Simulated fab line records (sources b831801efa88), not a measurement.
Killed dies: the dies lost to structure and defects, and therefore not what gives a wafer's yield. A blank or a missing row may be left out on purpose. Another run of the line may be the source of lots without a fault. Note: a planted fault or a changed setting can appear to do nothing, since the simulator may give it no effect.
Struck lot and sound lot, side by side || flow sfq-line || 28 steps out of a route of 325
Sound: wafers L256.1, L256.4, L256.5. Struck: wafer L263.2 (left out: L263.4, a lot-mate that was not struck); the cause follows at the end.
Order at every step that has rows: each side's tool, ch and its chambers, its first start. Under that, the readings that differ: sound wafers || struck wafers || difference of the means || sigmas: that difference in standard deviations of wafers without a fault.
alike: a reading whose means differ by less than 2 such deviations, as well as words and numbers matching on both sides. not compared: withheld readings; readings where some wafer has no value; bounds like >300 that might hide an equal value; numbers whose values overlap and for which the record gives no deviation.
The two part at a step that has a row with sigmas, a row that says differs or no value, or rows on one side only. Non-overlapping numbers with no deviation appear without sigmas and do not part them. Lack of a reading on every wafer of one side parts them only where that side has two or more wafers.

first, 6 steps without rows for these wafers: SFQ_TRILAYER_M3_LITHO_COAT_080 (resist thk 62 nm); SFQ_TRILAYER_M3_LITHO_COAT_075 (resist thk 600 nm); SFQ_TRILAYER_M3_LITHO_SOFTBAKE_079; SFQ_TRILAYER_M3_LITHO_EXPOSE_076 (exposes mask M3, target cd 500 nm); SFQ_TRILAYER_M3_LITHO_PEB_078 (peb time 60 s); SFQ_TRILAYER_M3_LITHO_DEVELOP_077 (time 60 s).
SFQ_M3_OVL_MEAS_921:
  struck on overlay-01, day 52 12:24; sound on overlay-02, day 51 13:35
  alike: M3_OVL
SFQ_TRILAYER_M3_BARC_OPEN_METAL_ETCH_100: etches BARC in O2, target depth 125 nm, time 41.7 s.
  sound on rie-metal-03 ch 0,1, day 51 13:38; struck on rie-metal-03 ch 1, day 52 12:26
  alike: drypump-motor-current-A, oes-product-au
  not compared: rf-hours-counter-h
SFQ_TRILAYER_M3_ETCH_METAL_ETCH_078: etches Nb in Cl2/Ar, stops on SiO2, target depth 240 nm, time 120 s.
  sound on rie-metal-03 ch 0,1, day 51 13:41; struck on rie-metal-03 ch 1, day 52 12:29
  alike: drypump-motor-current-A, oes-product-au
  not compared: rf-hours-counter-h
then, 2 steps without rows for these wafers: SFQ_TRILAYER_M3_STRIP_STRIP_079 (strips in O2); SFQ_TRILAYER_M3_STRIP_SOLV_CLEAN_080 (cleans in NMP, time 600 s).
SFQ_TRILAYER_I3_DEP_PECVD_081: deposits SiO2 from SiH4/N2O, time 111.11 s, target thk 500 nm.
  sound on pecvd-01 ch 0,1,2, day 51 14:35; struck on pecvd-01 ch 0, day 52 13:23
  alike: chamber-pressure-Torr, heater-power-w, showerhead-vpp-V, susceptor-temp-C, throttle-valve-pct
SFQ_TRILAYER_I3_CMP_CMP_082: polishes SiO2.
  sound on cmp-02 ch 1,2,3, day 52 01:59; struck on cmp-01 ch 3, day 52 23:56
{"reading": "time-to-endpoint-s (s)", "sound": "204 214 216", "struck": 188, "difference": -23, "sigmas": -3}
{"reading": "model.SiO2_of_TRILAYER_I3_DEP_PECVD_081.thk-nm (nm)", "sound": "197.3 200 200.1", "struck": 219.6, "difference": "+20.5", "sigmas": ""}
  alike: motor-current-A, slurry-filter-dp-kPa
SFQ_I3_BOW_MEAS_922:
  struck on film-metro-04, day 53 02:57; sound on film-metro-02, day 52 04:29
{"reading": "I3_BOW (um)", "sound": "10 3 3", "struck": 30, "difference": "+25", "sigmas": "+3"}
SFQ_TRILAYER_I3_METRO_MEASURE_083:
  struck on film-metro-04, day 53 03:15; sound on film-metro-02, day 52 04:37
{"reading": "thk-nm (nm)", "sound": "197.4 199.9 200.1", "struck": 219.5, "difference": "+20.4", "sigmas": "+19"}
then, 6 steps without rows for these wafers: SFQ_TRILAYER_I3_VIA_LITHO_COAT_090 (resist thk 62 nm); SFQ_TRILAYER_I3_VIA_LITHO_COAT_085 (resist thk 650 nm); SFQ_TRILAYER_I3_VIA_LITHO_SOFTBAKE_089; SFQ_TRILAYER_I3_VIA_LITHO_EXPOSE_086 (exposes mask I3, target cd 500 nm); SFQ_TRILAYER_I3_VIA_LITHO_PEB_088 (peb time 60 s); SFQ_TRILAYER_I3_VIA_LITHO_DEVELOP_087 (time 60 s).
-- the record jumps here: 4 days lie between the struck wafers' starts before and after --
SFQ_I3_OVL_MEAS_923:
  struck on overlay-02, day 57 10:44; sound on overlay-02, day 56 19:08
  alike: I3_OVL
SFQ_TRILAYER_I3_VIA_BARC_OPEN_VIA_ETCH_121: etches BARC in O2, target depth 125 nm, time 41.7 s.
  sound on rie-diel-04 ch 1,3, day 56 19:10; struck on rie-diel-04 ch 2, day 57 10:46
{"reading": "oes-product-au (a.u.)", "sound": "0.699 0.689 0.691", "struck": 0.682, "difference": -0.011, "sigmas": -2}
  alike: drypump-motor-current-A
  not compared: rf-hours-counter-h
SFQ_TRILAYER_I3_VIA_ETCH_VIA_ETCH_088: etches SiO2 in CHF3, stops on Nb, target depth 260 nm.
  sound on rie-diel-04 ch 1,3, day 56 19:13; struck on rie-diel-04 ch 2, day 57 10:49
{"reading": "oes-product-au (a.u.)", "sound": "0.853 0.858 0.855", "struck": 0.907, "difference": "+0.052", "sigmas": "+10"}
{"reading": "model.I3.feature-depth-nm (nm)", "sound": "197.3 200 200.1", "struck": 219.6, "difference": "+20.5", "sigmas": ""}
{"reading": "model.etch.depth-nm (nm)", "sound": "197.3 200 200.1", "struck": 219.6, "difference": "+20.5", "sigmas": ""}
  alike: drypump-motor-current-A
SFQ_TRILAYER_I3_VIA_STRIP_STRIP_089: strips in O2.
  sound on rie-metal-01 ch 0,1, day 56 19:19; struck on rie-metal-04 ch 1, day 57 10:55
  alike: drypump-motor-current-A, oes-product-au
  not compared: rf-hours-counter-h
then, 1 step without rows for these wafers: SFQ_TRILAYER_I3_VIA_STRIP_SOLV_CLEAN_090 (cleans in NMP, time 600 s).
SFQ_TRILAYER_M4_DEP_PRE_CLEAN_092: time 22.5 s.
  struck on pvd-sputter-06, day 57 11:42; sound on pvd-sputter-04, day 56 20:06
{"reading": "model.SiO2_of_TRILAYER_I3_DEP_PECVD_081.thk-nm (nm)", "sound": "189.8 192.5 192.6", "struck": 212.1, "difference": "+20.5", "sigmas": ""}
then, 1 step without rows for these wafers: SFQ_TRILAYER_M4_DEP_SPUTTER_091 (material Nb, target thk 200 nm, time 133.3 s).

== WHERE THEY PART ==
Earliest at SFQ_TRILAYER_I3_CMP_CMP_082; latest, in this record, at SFQ_TRILAYER_I3_VIA_ETCH_VIA_ETCH_088. Later steps at which nothing parts them and some readings are alike: SFQ_TRILAYER_I3_VIA_STRIP_STRIP_089.

WHY: what had been put in by the simulator
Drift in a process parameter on cmp-01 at SFQ_TRILAYER_I3_CMP_CMP_082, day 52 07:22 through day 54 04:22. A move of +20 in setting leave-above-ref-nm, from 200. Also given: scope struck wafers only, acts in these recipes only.
